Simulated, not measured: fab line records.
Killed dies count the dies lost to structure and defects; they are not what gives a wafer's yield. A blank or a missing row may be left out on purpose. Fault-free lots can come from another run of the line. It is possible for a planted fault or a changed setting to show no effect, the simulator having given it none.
Which tool did it? ; flow sky130 ; 24 lots, 72 wafers sampled, at 6 steps of a route of 708

== WHAT THE GAUGES SHOWED, per wafer ==
SKY_LDD_P_TW_MEAS_11.
lot;measured;on;LDD_P_TW
L074;day 18 15:08;filmMetro-01;635 627 629
L076;day 20 00:14;filmMetro-04;628 630 630
L075;day 20 00:49;filmMetro-01;629 627 625
L077;day 20 07:20;filmMetro-02;621 624 621
L078;day 20 07:38;filmMetro-01;629 626 627
L079;day 20 23:50;filmMetro-01;627 628 625
L080;day 21 12:40;filmMetro-01;628 631 633
L081;day 21 21:29;filmMetro-01;633 631 629
L082;day 22 04:02;filmMetro-02;620 622 618
L083;day 22 17:13;filmMetro-04;631 634 632
L084;day 22 22:34;filmMetro-02;624 624 621
L085;day 23 16:06;filmMetro-01;631 634 632
L086;day 23 21:30;filmMetro-04;633 635 630
L087;day 23 23:32;filmMetro-04;630 633 630
L088;day 24 10:11;filmMetro-04;632 628 629
L089;day 24 11:11;filmMetro-04;631 631 630
L090;day 25 04:11;filmMetro-02;623 623 628
L092;day 25 13:26;filmMetro-02;626 625 622
L091;day 25 16:11;filmMetro-02;623 623 624
L093;day 26 11:49;filmMetro-02;623 621 626
L095;day 26 12:28;filmMetro-04;633 629 631
L094;day 26 21:13;filmMetro-01;629 628 632
L096;day 27 06:14;filmMetro-01;631 631 631
L097;day 27 08:59;filmMetro-04;627 629 630

SKY_LOCAL_INTERCONNECT_RS_MEAS_01: uses a four-point probe to measure.
lot;measured;on;LOCAL_INTERCONNECT_TIN_RS (ohm/sq)
L074;day 29 00:11;filmMetro-04;14.26 14.09 14.14
L076;day 30 00:18;filmMetro-04;13.86 13.96 13.89
L075;day 30 03:53;filmMetro-03;14.25 14.11 13.84
L077;day 30 07:21;filmMetro-01;13.95 14.17 14.03
L078;day 30 08:58;filmMetro-04;14.05 14.00 14.29
L079;day 31 00:02;filmMetro-03;14.13 13.99 13.88
L080;day 31 11:22;filmMetro-01;14.43 14.30 14.26
L081;day 31 18:08;filmMetro-01;14.15 13.95 14.13
L082;day 32 00:06;filmMetro-03;13.97 13.97 14.26
L083;day 32 12:52;filmMetro-03;14.12 14.04 14.10
L084;day 32 18:47;filmMetro-01;14.19 14.03 14.36
L085;day 33 07:30;filmMetro-04;14.15 14.30 14.36
L086;day 33 16:07;filmMetro-01;13.96 13.91 13.94
L087;day 33 18:10;filmMetro-03;13.92 14.09 14.09
L088;day 34 01:17;filmMetro-03;13.75 13.80 13.75
L089;day 34 04:04;filmMetro-03;14.33 13.99 14.26
L090;day 34 14:50;filmMetro-03;14.01 13.97 14.13
L092;day 35 00:08;filmMetro-04;13.79 13.91 13.86
L091;day 35 04:37;filmMetro-04;14.09 13.96 13.86
L093;day 35 21:05;filmMetro-01;13.77 14.13 14.21
L095;day 35 21:47;filmMetro-03;14.03 13.88 14.11
L094;day 36 07:44;filmMetro-01;14.28 14.17 14.27
L096;day 36 13:46;filmMetro-04;13.72 14.07 13.80
L097;day 36 17:38;filmMetro-03;14.30 13.99 14.24

SKY_METAL2_CD_MEAS_15 targets a cd of 140 nm.
lot;measured;on;cdNm (nm)
L074;day 34 21:55;cdSem-02;141.1 140.8 140.8
L076;day 35 19:43;cdSem-01;139.5 138.8 139.8
L075;day 36 00:08;cdSem-01;137.2 136.9 138.1
L077;day 36 03:41;cdSem-02;141.7 140.9 140.0
L078;day 36 05:11;cdSem-02;138.6 138.6 140.0
L079;day 36 18:59;cdSem-01;140.4 139.6 140.1
L080;day 37 06:56;cdSem-02;141.3 141.6 141.0
L081;day 37 12:40;cdSem-01;137.7 137.0 136.0
L082;day 37 18:18;cdSem-01;140.6 141.3 141.2
L083;day 38 06:27;cdSem-02;141.3 140.8 141.4
L084;day 38 13:31;cdSem-01;139.5 141.4 140.7
L085;day 39 00:19;cdSem-01;137.8 136.2 135.5
L086;day 39 08:22;cdSem-02;139.5 136.9 139.7
L087;day 39 09:07;cdSem-01;141.9 140.2 140.3
L088;day 39 16:56;cdSem-01;140.3 138.1 139.0
L089;day 39 20:17;cdSem-01;139.6 139.4 139.8
L090;day 40 06:11;cdSem-01;141.6 141.8 143.0
L092;day 40 14:19;cdSem-01;141.4 139.6 140.3
L091;day 40 18:50;cdSem-01;136.1 134.9 135.9
L093;day 41 08:08;cdSem-01;137.9 138.2 139.7
L095;day 41 10:59;cdSem-01;140.6 140.9 143.2
L094;day 41 18:28;cdSem-02;140.9 139.0 139.4
L096;day 42 00:29;cdSem-02;139.4 139.2 140.7
L097;day 42 04:17;cdSem-02;142.4 142.1 142.1

== WHICH TOOL RAN EACH LOT (tool, then ch and the chambers of the sampled wafers, then the start) ==
lot;SKY_RES_XHIGH_STRIP_08;SKY_CONTACT_STRIP_19;SKY_METAL2_SPUTTER_04
L074;plasmaAsher-03 ch 0,1, day 26 11:49;plasmaAsher-01 ch 0,1, day 31 10:01;pvdSputter-01, day 33 20:26
L076;plasmaAsher-01 ch 0,1, day 27 12:59;plasmaAsher-02 ch 0,1, day 32 09:01;pvdSputter-04, day 34 17:58
L075;plasmaAsher-01 ch 0,1, day 27 15:25;plasmaAsher-03 ch 0,1, day 32 11:56;pvdSputter-01, day 34 21:43
L077;plasmaAsher-01 ch 0,1, day 27 20:15;plasmaAsher-02 ch 0,1, day 32 15:35;pvdSputter-02, day 35 00:45
L078;plasmaAsher-01 ch 0,1, day 27 20:58;plasmaAsher-01 ch 0,1, day 32 17:10;pvdSputter-04, day 35 02:21
L079;plasmaAsher-01 ch 0, day 28 12:09;plasmaAsher-02 ch 0,1, day 33 08:08;pvdSputter-01, day 35 16:51
L080;plasmaAsher-03 ch 1, day 29 00:02;plasmaAsher-03 ch 0,1, day 33 19:01;pvdSputter-01, day 36 04:38
L081;plasmaAsher-01 ch 0,1, day 29 07:58;plasmaAsher-02 ch 0,1, day 34 01:43;pvdSputter-01, day 36 10:46
L082;plasmaAsher-02 ch 0,1, day 29 14:21;plasmaAsher-01 ch 0,1, day 34 07:04;pvdSputter-02, day 36 16:36
L083;plasmaAsher-03 ch 0,1, day 30 03:16;plasmaAsher-03 ch 0,1, day 34 19:58;pvdSputter-01, day 37 05:07
L084;plasmaAsher-01 ch 0,1, day 30 09:01;plasmaAsher-03 ch 0,1, day 35 01:25;pvdSputter-04, day 37 11:55
L085;plasmaAsher-02 ch 0,1, day 30 22:19;plasmaAsher-03 ch 0,1, day 35 14:35;pvdSputter-04, day 37 22:59
L086;plasmaAsher-02 ch 0,1, day 31 06:10;plasmaAsher-02 ch 0,1, day 35 22:50;pvdSputter-04, day 38 07:17
L087;plasmaAsher-01 ch 0,1, day 31 08:34;plasmaAsher-03 ch 0,1, day 36 00:05;pvdSputter-01, day 38 07:38
L088;plasmaAsher-01 ch 1, day 31 15:55;plasmaAsher-02 ch 0,1, day 36 08:31;pvdSputter-04, day 38 16:16
L089;plasmaAsher-02 ch 0,1, day 31 19:28;plasmaAsher-03 ch 0,1, day 36 10:55;pvdSputter-01, day 38 19:14
L090;plasmaAsher-03 ch 0,1, day 32 06:51;plasmaAsher-03 ch 0,1, day 36 21:11;pvdSputter-04, day 39 05:30
L092;plasmaAsher-01 ch 0,1, day 32 16:40;plasmaAsher-03 ch 0, day 37 06:08;pvdSputter-02, day 39 13:03
L091;plasmaAsher-01 ch 0,1, day 32 20:25;plasmaAsher-01 ch 0,1, day 37 11:22;pvdSputter-02, day 39 18:02
L093;plasmaAsher-02 ch 0,1, day 33 13:51;plasmaAsher-03 ch 0,1, day 38 02:31;pvdSputter-02, day 40 08:06
L095;plasmaAsher-03 ch 0,1, day 33 14:09;plasmaAsher-03 ch 0,1, day 38 03:32;pvdSputter-04, day 40 10:47
L094;plasmaAsher-03 ch 0,1, day 33 23:26;plasmaAsher-03 ch 0, day 38 13:13;pvdSputter-02, day 40 18:56
L096;plasmaAsher-01 ch 0,1, day 34 05:40;plasmaAsher-03 ch 0,1, day 38 19:01;pvdSputter-04, day 41 00:47
L097;plasmaAsher-01 ch 0,1, day 34 08:37;plasmaAsher-01 ch 0,1, day 38 23:01;pvdSputter-04, day 41 04:38
- SKY_RES_XHIGH_STRIP_08: strips in O2/N2.
- SKY_CONTACT_STRIP_19: strips in O2/N2.
- SKY_METAL2_SPUTTER_04: material TiN, target thk 70 nm, time 58.3 s.

== AS READ BY THE TOOLS THEMSELVES (means over the sampled wafers that have a number; for cases with no such wafer, the mark the record gives instead) ==
SKY_RES_XHIGH_STRIP_08.
lot;tool;drypumpMotorCurrentA (A);oesProductAu (a.u.);stripTimeToEndpointS (s)
L074;plasmaAsher-03;6.2;0.709;14.33
L076;plasmaAsher-01;5.6;0.715;14.34
L075;plasmaAsher-01;6.0;0.712;14.27
L077;plasmaAsher-01;6.0;0.714;14.35
L078;plasmaAsher-01;5.6;0.709;14.31
L079;plasmaAsher-01;5.3;0.718;14.25
L080;plasmaAsher-03;5.6;0.712;14.27
L081;plasmaAsher-01;5.6;0.709;14.31
L082;plasmaAsher-02;5.7;0.710;14.23
L083;plasmaAsher-03;6.2;0.706;14.33
L084;plasmaAsher-01;5.6;0.714;14.34
L085;plasmaAsher-02;5.5;0.707;14.29
L086;plasmaAsher-02;5.5;0.717;14.29
L087;plasmaAsher-01;6.0;0.714;14.24
L088;plasmaAsher-01;6.3;0.713;14.27
L089;plasmaAsher-02;5.5;0.716;14.26
L090;plasmaAsher-03;6.2;0.711;14.37
L092;plasmaAsher-01;5.6;0.714;14.34
L091;plasmaAsher-01;6.0;0.709;14.30
L093;plasmaAsher-02;5.7;0.716;14.29
L095;plasmaAsher-03;5.9;0.710;14.29
L094;plasmaAsher-03;6.2;0.713;14.28
L096;plasmaAsher-01;6.0;0.712;14.34
L097;plasmaAsher-01;5.6;0.710;14.32

SKY_CONTACT_STRIP_19.
lot;tool;drypumpMotorCurrentA (A);oesProductAu (a.u.);stripTimeToEndpointS (s)
L074;plasmaAsher-01;5.6;0.383;3.64
L076;plasmaAsher-02;5.7;0.384;3.63
L075;plasmaAsher-03;6.2;0.377;3.61
L077;plasmaAsher-02;5.6;0.375;3.59
L078;plasmaAsher-01;5.6;0.377;3.60
L079;plasmaAsher-02;5.7;0.380;3.61
L080;plasmaAsher-03;5.9;0.381;3.65
L081;plasmaAsher-02;5.6;0.377;3.61
L082;plasmaAsher-01;6.0;0.380;3.62
L083;plasmaAsher-03;6.2;0.377;3.60
L084;plasmaAsher-03;6.2;0.382;3.64
L085;plasmaAsher-03;6.2;0.383;3.64
L086;plasmaAsher-02;5.5;0.381;3.61
L087;plasmaAsher-03;5.9;0.380;3.62
L088;plasmaAsher-02;5.7;0.378;3.61
L089;plasmaAsher-03;6.2;0.376;3.65
L090;plasmaAsher-03;6.2;0.381;3.62
L092;plasmaAsher-03;6.5;0.383;3.64
L091;plasmaAsher-01;6.0;0.379;3.63
L093;plasmaAsher-03;6.2;0.380;3.59
L095;plasmaAsher-03;6.2;0.385;3.64
L094;plasmaAsher-03;6.5;0.383;3.64
L096;plasmaAsher-03;5.9;0.377;3.63
L097;plasmaAsher-01;6.0;0.379;3.62

SKY_METAL2_SPUTTER_04.
lot;tool;throttleValvePct (%)
L074;pvdSputter-01;29.5
L076;pvdSputter-04;30.6
L075;pvdSputter-01;30.0
L077;pvdSputter-02;31.3
L078;pvdSputter-04;30.3
L079;pvdSputter-01;30.3
L080;pvdSputter-01;29.5
L081;pvdSputter-01;30.5
L082;pvdSputter-02;31.3
L083;pvdSputter-01;31.0
L084;pvdSputter-04;30.0
L085;pvdSputter-04;30.0
L086;pvdSputter-04;30.0
L087;pvdSputter-01;30.3
L088;pvdSputter-04;30.4
L089;pvdSputter-01;30.1
L090;pvdSputter-04;29.6
L092;pvdSputter-02;30.7
L091;pvdSputter-02;30.6
L093;pvdSputter-02;31.4
L095;pvdSputter-04;30.2
L094;pvdSputter-02;31.4
L096;pvdSputter-04;30.4
L097;pvdSputter-04;30.0

== THE ANSWER, worked out from the rows above alone ==
Rule: usual is defined by the lots themselves. Put in order of their means at a reading, lots are off if they are a third of the lots or fewer, leave a main group of 4 or more, and stand apart from it by a gap of 3 or more times the standard deviation of the main group's means; of several such gaps the widest counts. Not used: any main group whose means are identical at the precision the tables above print for the reading. A lot without any number at a reading at which 4 lots or more have one is off too. Any other lot the step has rows for is counted as sound. After the gauges, taken in route order, come the tools' own readings; for these a lot's mean is taken, as printed above. The first step at which some lot is off is used, and at that step the reading that is off furthest; a lot without a number counts as furthest.
No lot is off at any reading shown: from this, nothing can be told.

== WHAT WAS PUT IN BY THE SIMULATOR ==
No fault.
